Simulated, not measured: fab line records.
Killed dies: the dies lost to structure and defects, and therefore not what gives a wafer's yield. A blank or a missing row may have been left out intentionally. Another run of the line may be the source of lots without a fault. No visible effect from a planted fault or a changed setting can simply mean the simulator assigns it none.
Tool commonality check    flow gf180mcu    12 lots and 36 wafers in the sample

## THE REASON FOR OPENING IT
GF_HV_LDD_TW_MEAS_23, reading HV_LDD_2_TW: flagged on 1 of 12 lots. Wafers without a fault read 1054, standard deviation 8.9.
Rule: flag the lot when none of its wafers has a number, or when each of its wafers that has one lies beyond 4 standard deviations from that mean. The other lots count as sound.

lot   measured      on            HV_LDD_2_TW, wafer by wafer  flag
L711  day 11 13:25  filmMetro-01  1060 1056 1057               
L713  day 12 02:56  filmMetro-01  1074 1070 1069               
L717  day 13 08:59  filmMetro-04  30 30 30                     FLAGGED
L720  day 14 06:46  filmMetro-02  1050 1048 1052               
L721  day 14 15:34  filmMetro-02  1044 1048 1045               
L724  day 15 16:58  filmMetro-04  1038 1035 1033               
L726  day 16 06:49  filmMetro-01  1058 1056 1060               
L727  day 16 18:13  filmMetro-02  1058 1051 1049               
L729  day 17 04:29  filmMetro-01  1058 1060 1060               
L730  day 17 09:10  filmMetro-01  1057 1052 1052               
L731  day 17 18:10  filmMetro-01  1055 1057 1057               
L732  day 17 23:42  filmMetro-02  1052 1050 1054               
Averaged over the flagged lots the numbers come to 30, -1024 from the usual (-99 or more standard deviations).

## EACH LOT AND THE TOOL IT RAN ON
2 process steps preceding the reading are held in the record, out of 602 steps in the route. In each cell: the tool, then ch and the chambers that the sampled wafers went through, then the start.
lot   flag     GF_DNWELL_STRIP_08                  GF_HV_LDD_EXPOSE_16
L711           plasmaAsher-04 ch 0,1, day 3 05:04  ilineStepper-01 ch 0, day 11 03:35
L713           plasmaAsher-04 ch 0,1, day 3 16:08  ilineStepper-02 ch 0, day 11 17:32
L717  FLAGGED  plasmaAsher-04 ch 0,1, day 4 13:04  ilineStepper-01 ch 0, day 12 23:01
L720           plasmaAsher-02 ch 0,1, day 5 05:22  ilineStepper-01 ch 0, day 13 20:28
L721           plasmaAsher-04 ch 0,1, day 5 10:22  ilineStepper-01 ch 0, day 14 04:46
L724           plasmaAsher-04 ch 0,1, day 6 01:52  ilineStepper-01 ch 0, day 15 06:02
L726           plasmaAsher-02 ch 0,1, day 6 13:34  ilineStepper-02 ch 0, day 15 19:00
L727           plasmaAsher-04 ch 1, day 6 19:55    ilineStepper-01 ch 0, day 16 06:29
L729           plasmaAsher-04 ch 0,1, day 7 05:04  ilineStepper-02 ch 0, day 16 16:10
L730           plasmaAsher-02 ch 0,1, day 7 10:26  ilineStepper-02 ch 0, day 16 21:12
L731           plasmaAsher-04 ch 0,1, day 7 15:19  ilineStepper-01 ch 0, day 17 06:07
L732           plasmaAsher-02 ch 0,1, day 7 20:49  ilineStepper-01 ch 0, day 17 11:35
These steps, and what they do:
- GF_DNWELL_STRIP_08: strips in O2/N2.
- GF_HV_LDD_EXPOSE_16: exposes mask Pplus LV AREA, target cd 400 nm.
- GF_HV_LDD_TW_MEAS_23

## FLAGGED OVER TOTAL, TOOL BY TOOL (the gauges that took the reading come last)
step                  tool             lots run  flagged  share of the flagged lots  sound lots run after its first flagged lot
GF_DNWELL_STRIP_08    plasmaAsher-02   4         0        none                       -
GF_DNWELL_STRIP_08    plasmaAsher-04   8         1        all                        5 (L721,L724,L727,L729,L731)
GF_HV_LDD_EXPOSE_16   ilineStepper-01  8         1        all                        6 (L720,L721,L724,L727,L731,L732)
GF_HV_LDD_EXPOSE_16   ilineStepper-02  4         0        none                       -
GF_HV_LDD_TW_MEAS_23  filmMetro-01     6         0        none                       -
GF_HV_LDD_TW_MEAS_23  filmMetro-02     4         0        none                       -
GF_HV_LDD_TW_MEAS_23  filmMetro-04     2         1        all                        1 (L724)

## THE TABLE: WHAT IT ALLOWS
In the table, 3 rows ran each flagged lot (plasmaAsher-04 at GF_DNWELL_STRIP_08; ilineStepper-01 at GF_HV_LDD_EXPOSE_16; filmMetro-04 at GF_HV_LDD_TW_MEAS_23).
- plasmaAsher-04 at GF_DNWELL_STRIP_08: 1 of its 8 lots flagged. After the first flagged lot (L721, L724, L727, L729, L731), sound lots still ran on it; a lasting fault on the whole tool would not permit that.
- ilineStepper-01 at GF_HV_LDD_EXPOSE_16: 1 of its 8 lots flagged. After the first flagged lot (L720, L721, L724, L727, L731, L732), sound lots still ran on it; a lasting fault on the whole tool would not permit that.
- filmMetro-04 at GF_HV_LDD_TW_MEAS_23: 1 of its 2 lots flagged. After the first flagged lot (L724), sound lots still ran on it; a lasting fault on the whole tool would not permit that.
There is no row in the table that ran each flagged lot and no sound lot after the first.

## WHAT THE SIMULATOR HAD PUT IN
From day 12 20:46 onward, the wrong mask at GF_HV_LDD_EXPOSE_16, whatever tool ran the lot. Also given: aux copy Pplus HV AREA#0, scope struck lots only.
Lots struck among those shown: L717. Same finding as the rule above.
